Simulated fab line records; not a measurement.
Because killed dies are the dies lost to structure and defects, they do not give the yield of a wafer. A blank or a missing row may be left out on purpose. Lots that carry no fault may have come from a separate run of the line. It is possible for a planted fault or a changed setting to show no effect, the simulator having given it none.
Which tool is to blame?    flow sky130    18 wafers from 6 lots sampled at 2 of the route's 708 steps

== WHAT EACH GAUGE READ, for each wafer ==
SKY_VT_ADJUST_NCORE_TW_MEAS_11.
lot   measured      on            VT_ADJUST_NCORE_TW
L940  day 9 19:55   filmMetro-03  218.7 218.9 218.8
L942  day 10 13:49  filmMetro-04  220.2 219.9 219.8
L944  day 10 18:53  filmMetro-03  220.6 220.0 220.7
L947  day 11 15:01  filmMetro-01  218.5 218.6 219.1
L953  day 13 12:10  filmMetro-01  228.2 228.5 228.3 228.8 228.1 228.5
L960  day 15 11:01  filmMetro-01  216.2 217.7 217.8

== WHICH TOOL RAN EACH LOT (tool, then ch and the chambers of the sampled wafers, then the start) ==
lot   SKY_VT_ADJUST_NCORE_IMPLANT_09
L940  implanter-01 ch 0, day 9 19:42
L942  implanter-04 ch 0, day 10 13:34
L944  implanter-02 ch 0, day 10 18:40
L947  implanter-01 ch 0, day 11 14:46
L953  implanter-01 ch 0, day 13 11:55
L960  implanter-04 ch 0, day 15 10:48
- SKY_VT_ADJUST_NCORE_IMPLANT_09

== THE ANSWER, worked out from the rows above alone ==
Rule: usual is defined by the lots themselves. Put in order of their means at a reading, lots are off if they are a third of the lots or fewer, leave a main group of 4 or more, and stand apart from it by a gap of 3 or more times the standard deviation of the main group's means; of several such gaps the widest counts. The tables above print the reading to a certain number of digits; a main group whose means all agree to those digits is not used. A lot without any number at a reading at which 4 lots or more have one is off too. All remaining lots with rows at the step are treated as sound.
Off: at SKY_VT_ADJUST_NCORE_TW_MEAS_11 (VT_ADJUST_NCORE_TW), L953. Mean 219.0 and standard deviation 1.1 in the main group.
A tool fits if, at a process step before that reading, it ran every lot that is off, and no sound lot after the first of them. Those tools and the gauges at SKY_VT_ADJUST_NCORE_TW_MEAS_11 are tried in the same way. One candidate fits, namely implanter-01 at SKY_VT_ADJUST_NCORE_IMPLANT_09. Its last sound lot is L947 (day 11 14:46), its first lot that is off L953 (day 13 11:55): a fault that began between those two fits.

== WHAT HAD BEEN PUT IN BY THE SIMULATOR ==
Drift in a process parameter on implanter-01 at SKY_VT_ADJUST_NCORE_IMPLANT_09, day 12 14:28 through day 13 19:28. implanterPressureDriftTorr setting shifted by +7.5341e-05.
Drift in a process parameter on implanter-01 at SKY_VT_ADJUST_NCORE_IMPLANT_09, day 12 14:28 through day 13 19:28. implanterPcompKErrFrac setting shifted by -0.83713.
Lots struck among those shown: L953. The rule given above showed the same thing.
